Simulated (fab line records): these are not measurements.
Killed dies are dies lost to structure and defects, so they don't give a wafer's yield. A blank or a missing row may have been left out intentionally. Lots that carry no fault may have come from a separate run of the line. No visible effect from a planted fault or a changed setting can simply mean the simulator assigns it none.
fab line records    flow sky130
record lots=11  wafers=33  last-day=50
route steps=708 shown SONOS_TUNNEL@161 POLY_GATE@205 LDD_N@245 LDD_HVN@276
lots untouched by any fault: they come from a run of this same line in which no faults occurred
start-h: hours from the record's opening day to when the first of the lot's shown wafers began    wait-h: hours elapsed since this lot's preceding step    " same as the row above    L1.1+2: a row that stands for several wafers    - no value, or no start given    * or withheld: withheld    < > ~ a bound
route shown NAME@n: a module of which the file shows steps, and the number in the route of the first    usual: mean and standard deviation over wafers with no fault    same: alike in all rows    chamber/n: place in a boat    sites: each site's reading    _std_site: the values' standard deviation    _edge_site: outer sites' mean less inner sites'    radius-mm: how far each site lies from the wafer's centre    mask NAME#n: copy n    behind: the last tool/chamber to shape the wafer    hold: reason for holding the lot/hours on hold/outcome of the hold    device: which transistor (n, p or np) failed to switch    end of line: the same wafers' tests at the end of the route    for a step that has no rows: nothing shown but its recipe    killed: not the wafer's yield, but the dies lost to structure and defects at the first sort    map: a wafer's dies, marking killed ones x, the rest . and places with no die _
set.NAME: the setting as run; set.NAME@STEP: as run at that earlier step    model.NAME: the simulator's own value behind a step, which no gauge read
route steps across a sampled set of lots; one table per step, one row per wafer
services: when a tool's chamber went out of use (start-h, in hours from the record's first day, below 0 if earlier), for how many hours, and the reason
## steps
# step SKY_SONOS_TUNNEL_CD_MEAS_07
# recipe target-cd-nm=410
# usual cd-nm=409.0/2.1
lot.wafer  tool       chamber  start-h  wait-h  cd-nm
L721.2     cd-sem-01  -        258.01   0.1     407.9
L721.3     "          -        "        "       407.9
L721.6     "          -        "        "       408.7
L723.1     cd-sem-01  -        266.74   0.1     406.3
L723.2     "          -        "        "       408.2
L723.5     "          -        "        "       406.6
L724.4     cd-sem-01  -        279.87   0.1     411.5
L724.5     "          -        "        "       411.2
L724.6     "          -        "        "       409.6
L726.1     cd-sem-01  -        302.56   0.1     409.1
L726.3     "          -        "        "       409.1
L726.5     "          -        "        "       407.5
L728.1     cd-sem-02  -        326.64   0.1     409.1
L728.3     "          -        "        "       407.7
L728.6     "          -        "        "       409.7
L730.2     cd-sem-01  -        334.56   0.1     409.2
L730.3     "          -        "        "       407.5
L730.6     "          -        "        "       407.3
L731.1     cd-sem-01  -        340.31   0.1     410.0
L731.2     "          -        "        "       409.4
L731.3     "          -        "        "       410.0
L733.1     cd-sem-01  -        360.89   0.1     411.2
L733.3     "          -        "        "       412.8
L733.5     "          -        "        "       411.8
L738.2     cd-sem-02  -        395.63   0.1     410.5
L738.3     "          -        "        "       410.1
L738.4     "          -        "        "       410.3
L741.1     cd-sem-01  -        415.46   0.1     409.1
L741.4     "          -        "        "       410.7
L741.5     "          -        "        "       409.4
L743.3     cd-sem-01  -        430.50   0.1     412.4
L743.4     "          -        "        "       410.5
L743.6     "          -        "        "       410.3
# step SKY_POLY_GATE_THK_MEAS_01
# recipe reads=poly-Si_of_POLY_GATE_CVD_00
# usual POLY_GATE_CVD_00_THK=180.0/1.3
lot.wafer  tool           chamber  start-h  wait-h  POLY_GATE_CVD_00_THK[nm]
L721.2     film-metro-01  -        320.12   0.0     178.5
L721.3     "              -        "        "       179.5
L721.6     "              -        "        "       180.7
L723.1     film-metro-02  -        329.36   0.0     181.5
L723.2     "              -        "        "       179.7
L723.5     "              -        "        "       180.9
L724.4     film-metro-01  -        358.61   0.0     176.0
L724.5     "              -        "        "       177.3
L724.6     "              -        "        "       177.3
L726.1     film-metro-02  -        379.29   0.0     181.7
L726.3     "              -        "        "       181.4
L726.5     "              -        "        "       180.9
L728.1     film-metro-02  -        394.03   0.0     182.4
L728.3     "              -        "        "       182.0
L728.6     "              -        "        "       182.1
L730.2     film-metro-02  -        405.39   0.0     179.7
L730.3     "              -        "        "       180.1
L730.6     "              -        "        "       181.3
L731.1     film-metro-01  -        412.34   0.0     181.0
L731.2     "              -        "        "       181.2
L731.3     "              -        "        "       182.6
L733.1     film-metro-04  -        433.27   0.0     177.8
L733.3     "              -        "        "       177.3
L733.5     "              -        "        "       178.3
L738.2     film-metro-04  -        471.04   0.0     178.7
L738.3     "              -        "        "       178.8
L738.4     "              -        "        "       180.2
L741.1     film-metro-01  -        492.20   0.0     178.2
L741.4     "              -        "        "       177.8
L741.5     "              -        "        "       177.8
L743.3     film-metro-02  -        504.62   0.0     181.3
L743.4     "              -        "        "       181.3
L743.6     "              -        "        "       179.9
# step SKY_LDD_N_IMPLANT_08
# recipe species=As  energy-kev=20  dose-cm2=7.5e+13  tilt-deg=withheld  rotation-deg=23
# usual dose-ions-cm2=7.5e+13/7.6e+10  faraday-current-uA=417/10
lot.wafer  tool          chamber  start-h  wait-h  dose-ions-cm2  faraday-current-uA
L721.2     implanter-04  0        409.72   0.0     7.501e+13      406
L721.3     "             0        "        "       7.488e+13      393
L721.6     "             0        "        "       7.499e+13      413
L723.1     implanter-04  0        419.25   0.0     7.505e+13      404
L723.2     "             0        "        "       7.504e+13      401
L723.5     "             0        "        "       7.496e+13      409
L724.4     implanter-01  0        452.77   0.1     7.507e+13      420
L724.5     "             0        "        "       7.504e+13      429
L724.6     "             0        "        "       7.505e+13      417
L726.1     implanter-04  0        475.06   0.0     7.509e+13      413
L726.3     "             0        "        "       7.504e+13      412
L726.5     "             0        "        "       7.51e+13       408
L728.1     implanter-01  0        489.31   0.0     7.511e+13      415
L728.3     "             0        "        "       7.514e+13      430
L728.6     "             0        "        "       7.512e+13      413
L730.2     implanter-01  0        501.70   0.0     7.508e+13      403
L730.3     "             0        "        "       7.484e+13      420
L730.6     "             0        "        "       7.497e+13      417
L731.1     implanter-01  0        507.50   0.0     4.647e+13      267
L731.2     "             0        "        "       4.661e+13      271
L731.3     "             0        "        "       4.653e+13      262
L733.1     implanter-01  0        528.40   0.0     4.633e+13      264
L733.3     "             0        "        "       4.653e+13      263
L733.5     "             0        "        "       4.638e+13      260
L738.2     implanter-04  0        565.32   0.0     7.495e+13      414
L738.3     "             0        "        "       7.505e+13      428
L738.4     "             0        "        "       7.503e+13      410
L741.1     implanter-03  0        585.20   0.0     7.5e+13        426
L741.4     "             0        "        "       7.501e+13      430
L741.5     "             0        "        "       7.497e+13      424
L743.3     implanter-04  0        600.00   0.1     7.5e+13        416
L743.4     "             0        "        "       7.501e+13      419
L743.6     "             0        "        "       7.491e+13      397
# step SKY_LDD_N_STRIP_16
# recipe chemistry=O2/N2  power-w=1400  pressure-mtorr=1500  platen-temp-c=withheld  o2-flow-sccm=3000  n2-flow-sccm=300  overash-fraction=0.5
# usual drypump-motor-current-A=5.6/0.52  oes-product-au=0.407/0.0049  strip-time-to-endpoint-s=4.317/0.013
lot.wafer  tool             chamber  start-h  wait-h  drypump-motor-current-A  oes-product-au  rf-hours-counter-h  strip-time-to-endpoint-s
L721.2     plasma-asher-04  0        410.90   0.1     6.2                      0.407           29                  4.328
L721.3     "                1        "        "       5.0                      0.416           -                   4.337
L721.6     "                0        "        "       6.2                      0.404           -                   4.292
L723.1     plasma-asher-03  1        420.45   0.1     6.1                      0.412           60                  4.303
L723.2     "                0        "        "       4.8                      0.410           60                  4.315
L723.5     "                0        "        "       4.9                      0.407           -                   4.314
L724.4     plasma-asher-03  1        453.93   0.1     6.1                      0.411           -                   4.300
L724.5     "                0        "        "       4.9                      0.411           -                   4.320
L724.6     "                1        "        "       6.1                      0.412           -                   4.309
L726.1     plasma-asher-04  0        476.26   0.1     6.2                      0.402           35                  4.325
L726.3     "                1        "        "       5.0                      0.415           -                   4.321
L726.5     "                1        "        "       5.0                      0.405           -                   4.345
L728.1     plasma-asher-04  0        490.51   0.1     6.2                      0.407           37                  4.305
L728.3     "                1        "        "       5.0                      0.408           -                   4.298
L728.6     "                0        "        "       6.2                      0.401           -                   4.299
L730.2     plasma-asher-04  1        502.87   0.1     5.0                      0.406           38                  4.308
L730.3     "                1        "        "       5.0                      0.411           -                   4.306
L730.6     "                0        "        "       6.2                      0.402           -                   4.291
L731.1     plasma-asher-03  1        508.70   0.1     6.1                      0.400           69                  4.249
L731.2     "                0        "        "       4.9                      0.407           69                  4.248
L731.3     "                1        "        "       6.1                      0.414           -                   4.236
L733.1     plasma-asher-04  1        529.60   0.1     5.0                      0.403           40                  4.248
L733.3     "                0        "        "       6.2                      0.397           -                   4.245
L733.5     "                0        "        "       6.2                      0.402           -                   4.222
L738.2     plasma-asher-01  0        566.50   0.1     5.4                      0.405           88                  4.333
L738.3     "                1        "        "       6.0                      0.406           -                   4.315
L738.4     "                0        "        "       5.3                      0.409           -                   4.308
L741.1     plasma-asher-03  1        586.40   0.1     6.1                      0.409           78                  4.329
L741.4     "                1        "        "       6.1                      0.404           -                   4.314
L741.5     "                0        "        "       4.8                      0.413           -                   4.327
L743.3     plasma-asher-04  1        601.18   0.1     5.0                      0.403           -                   4.305
L743.4     "                0        "        "       6.2                      0.402           -                   4.326
L743.6     "                0        "        "       6.2                      0.399           -                   4.317
# step SKY_LDD_N_TW_MEAS_17
# usual LDD_N_TW=2574/17
lot.wafer  tool           chamber  start-h  wait-h  LDD_N_TW
L721.2     film-metro-01  -        411.01   0.1     2566
L721.3     "              -        "        "       2570
L721.6     "              -        "        "       2563
L723.1     film-metro-03  -        420.55   0.1     2545
L723.2     "              -        "        "       2551
L723.5     "              -        "        "       2547
L724.4     film-metro-04  -        454.03   0.1     2588
L724.5     "              -        "        "       2590
L724.6     "              -        "        "       2586
L726.1     film-metro-01  -        476.36   0.1     2556
L726.3     "              -        "        "       2564
L726.5     "              -        "        "       2575
L728.1     film-metro-03  -        490.61   0.1     2536
L728.3     "              -        "        "       2550
L728.6     "              -        "        "       2544
L730.2     film-metro-04  -        502.98   0.1     2583
L730.3     "              -        "        "       2610
L730.6     "              -        "        "       2607
L731.1     film-metro-01  -        508.80   0.1     2525
L731.2     "              -        "        "       2518
L731.3     "              -        "        "       2528
L733.1     film-metro-04  -        529.70   0.1     2539
L733.3     "              -        "        "       2543
L733.5     "              -        "        "       2528
L738.2     film-metro-04  -        566.61   0.1     2596
L738.3     "              -        "        "       2586
L738.4     "              -        "        "       2590
L741.1     film-metro-03  -        586.50   0.1     2556
L741.4     "              -        "        "       2552
L741.5     "              -        "        "       2551
L743.3     film-metro-03  -        601.27   0.1     2581
L743.4     "              -        "        "       2571
L743.6     "              -        "        "       2562
# step SKY_LDD_HVN_STRIP_09
# recipe chemistry=O2/N2  power-w=1400  pressure-mtorr=1500  platen-temp-c=withheld  o2-flow-sccm=3000  n2-flow-sccm=300  overash-fraction=0.5
# usual drypump-motor-current-A=5.6/0.53  oes-product-au=0.409/0.0044  strip-time-to-endpoint-s=4.133/0.016
lot.wafer  tool             chamber  start-h  wait-h  drypump-motor-current-A  oes-product-au  rf-hours-counter-h  strip-time-to-endpoint-s
L721.2     plasma-asher-03  1        472.12   0.1     6.1                      0.409           66                  4.126
L721.3     "                0        "        "       4.9                      0.411           -                   4.120
L721.6     "                1        "        "       6.1                      0.415           -                   4.118
L723.1     plasma-asher-02  0        481.81   0.1     5.8                      0.415           5                   4.132
L723.2     "                1        "        "       5.9                      0.412           5                   4.141
L723.5     "                1        "        "       5.9                      0.401           -                   4.136
L724.4     plasma-asher-02  0        514.94   0.1     5.8                      0.406           -                   4.154
L724.5     "                0        "        "       5.8                      0.409           -                   4.168
L724.6     "                1        "        "       5.9                      0.415           -                   4.124
L726.1     plasma-asher-03  1        537.51   0.1     6.1                      0.413           72                  4.151
L726.3     "                1        "        "       6.1                      0.411           -                   4.141
L726.5     "                0        "        "       4.9                      0.415           -                   4.150
L728.1     plasma-asher-03  1        551.36   0.1     6.1                      0.407           74                  4.115
L728.3     "                0        "        "       4.9                      0.406           -                   4.120
L728.6     "                0        "        "       4.9                      0.403           -                   4.143
L730.2     plasma-asher-02  0        562.73   0.1     5.8                      0.411           13                  4.151
L730.3     "                0        "        "       5.8                      0.406           -                   4.145
L730.6     "                0        "        "       5.8                      0.411           -                   4.143
L731.1     plasma-asher-04  0        569.18   0.1     6.2                      0.407           43                  4.133
L731.2     "                1        "        "       5.0                      0.407           43                  4.161
L731.3     "                1        "        "       5.0                      0.405           -                   4.153
L733.1     plasma-asher-02  0        590.03   0.1     5.8                      0.408           16                  4.121
L733.3     "                1        "        "       5.9                      0.409           -                   4.142
L733.5     "                0        "        "       5.8                      0.407           -                   4.138
L738.2     plasma-asher-04  0        625.01   0.1     6.3                      0.402           49                  4.127
L738.3     "                0        "        "       6.2                      0.410           -                   4.154
L738.4     "                1        "        "       5.0                      0.408           -                   4.135
L741.1     plasma-asher-03  0        645.72   0.1     4.8                      0.412           83                  4.152
L741.4     "                0        "        "       4.8                      0.409           -                   4.147
L741.5     "                1        "        "       6.1                      0.414           -                   4.128
L743.3     plasma-asher-04  0        659.24   0.1     6.2                      0.405           -                   4.126
L743.4     "                1        "        "       5.0                      0.405           -                   4.125
L743.6     "                0        "        "       6.2                      0.410           -                   4.114
## services
tool             chamber  start-h  hours  kind
implanter-01     -        408.94   1.4    repair
plasma-asher-02  -        421.25   9.0    pm
plasma-asher-02  0        421.25   9.0    vent-cycle
plasma-asher-02  1        421.25   9.0    vent-cycle
plasma-asher-02  0        430.25   -      clean
plasma-asher-02  1        430.25   -      clean
plasma-asher-04  -        505.68   3.7    repair
plasma-asher-04  -        535.30   12.7   repair
implanter-03     -        550.34   4.4    pm
implanter-04     -        592.75   2.4    repair
implanter-01     -        618.56   3.5    pm
plasma-asher-03  -        624.63   2.8    pm
plasma-asher-02  -        625.56   10.3   pm
implanter-04     -        651.08   8.6    pm
implanter-03     -        659.05   4.1    pm
## key
first-sign step=SKY_LDD_N_IMPLANT_08  reading=dose-ions-cm2  direction=down  sigmas=99+  usual=*  struck=*
effect step=SKY_LDD_N_IMPLANT_08  reading=faraday-current-uA  direction=down  sigmas=15  usual=417  struck=264
effect step=SKY_LDD_N_STRIP_16  reading=strip-time-to-endpoint-s  direction=down  sigmas=5.8  usual=*  struck=*
effect step=SKY_LDD_N_TW_MEAS_17  reading=LDD_N_TW  direction=down  sigmas=2.6  usual=2574  struck=2530
met-at SKY_LDD_N_IMPLANT_08
struck-lots L731,L733
tester-left-out L731,L733
not-acting-at SKY_SONOS_TUNNEL_CD_MEAS_07,SKY_POLY_GATE_THK_MEAS_01,SKY_LDD_HVN_STRIP_09
onset-between 501.70 507.50
fault kind=process-parameter-drift  tool=implanter-01  chamber=-  onset-h=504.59  steps=SKY_LDD_N_IMPLANT_08  channel=dose-cm2  offset=*  shape=step  end-h=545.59  acts-in=*  stated=*
# tester-left-out: of these lots the tester's yield and bins aren't shown, on N5 and GAA mostly nor the transistor test; their killed dies are dies lost to structure and defects alone, not to doping, threshold or leakage, so they don't give the yield
